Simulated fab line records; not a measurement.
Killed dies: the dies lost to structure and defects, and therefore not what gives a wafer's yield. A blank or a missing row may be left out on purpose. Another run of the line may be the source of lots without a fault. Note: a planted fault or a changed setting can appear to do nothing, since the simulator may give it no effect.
Which tool is to blame? -- flow sky130 -- 18 wafers from 6 lots sampled at 4 of the route's 708 steps

## WHAT THE GAUGES SHOWED, per wafer
SKY_VIA2_THK_MEAS_01.
lot,measured,on,VIA2_HDPCVD_THK (nm)
L826,day 37 04:07,film-metro-02,1188 1185 1187
L827,day 37 13:14,film-metro-04,1180 1156 1196
L830,day 38 13:04,film-metro-04,1190 1176 1188
L840,day 41 20:17,film-metro-02,1167 550 554 1167 549 554
L841,day 42 05:24,film-metro-04,1179 1192 1167
L845,day 42 21:04,film-metro-01,1183 1184 1196

## WHICH TOOL RAN EACH LOT (tool, then ch and the chambers of the sampled wafers, then the start)
lot,SKY_CONTACT_ETCH_17,SKY_CONTACT_CVD_24,SKY_VIA2_HDPCVD_00
L826,"rie-diel-02 ch 0,1, day 33 13:53","cvd-w-01 ch 0,1, day 33 14:42","hdpcvd-02 ch 0,1, day 37 03:58"
L827,"rie-diel-02 ch 1,2, day 33 23:01","cvd-w-01 ch 0,1, day 33 23:45","hdpcvd-02 ch 1,2, day 37 13:06"
L830,"rie-diel-04 ch 1,2, day 34 23:05","cvd-w-02 ch 0,1, day 34 23:53","hdpcvd-02 ch 1,2, day 38 12:52"
L840,"rie-diel-02 ch 0,3, day 38 10:36","cvd-w-02 ch 0,1, day 38 11:24","hdpcvd-02 ch 0,1,2, day 41 20:09"
L841,"rie-diel-01 ch 1,2,3, day 38 20:09","cvd-w-01 ch 0,1, day 38 20:53","hdpcvd-01 ch 0,2, day 42 05:16"
L845,"rie-diel-01 ch 2,3, day 39 13:34","cvd-w-01 ch 0,1, day 39 14:21","hdpcvd-01 ch 0,1,2, day 42 20:58"
- SKY_CONTACT_ETCH_17: etches SiO2 in C4F8/O2/Ar, stops on Si3N4, target depth 340 nm.
- SKY_CONTACT_CVD_24: deposits W, target thk 340 nm, time 102.12 s.
- SKY_VIA2_HDPCVD_00: deposits SiO2, target thk 1180 nm, time 196.7 s.

## THE ANSWER, worked out from the rows above alone
Rule: the usual values come from the lots themselves. The widest of any qualifying gaps counts: lots, ordered by their means at a reading, are off when they make up no more than a third of the lots, leave a main group of 4 or more, and stand apart from it by 3 or more times the standard deviation of that group's means. Not used: any main group whose means are identical at the precision the tables above print for the reading. Also off: a lot with no number at a reading for which 4 or more lots have one. The other lots that the step has rows for count as sound.
Off: at SKY_VIA2_THK_MEAS_01 (VIA2_HDPCVD_THK), L840. The main group: mean 1183 nm, standard deviation 4.1.
A tool fits if, at a process step before that reading, it ran every lot that is off, and no sound lot after the first of them. Gauges at SKY_VIA2_THK_MEAS_01: tried the same way as those tools. Can't be told from this: 4 tools fit, rie-diel-02 at SKY_CONTACT_ETCH_17, cvd-w-02 at SKY_CONTACT_CVD_24, hdpcvd-02 at SKY_VIA2_HDPCVD_00, film-metro-02 at SKY_VIA2_THK_MEAS_01.

## WHAT THE SIMULATOR PUT IN
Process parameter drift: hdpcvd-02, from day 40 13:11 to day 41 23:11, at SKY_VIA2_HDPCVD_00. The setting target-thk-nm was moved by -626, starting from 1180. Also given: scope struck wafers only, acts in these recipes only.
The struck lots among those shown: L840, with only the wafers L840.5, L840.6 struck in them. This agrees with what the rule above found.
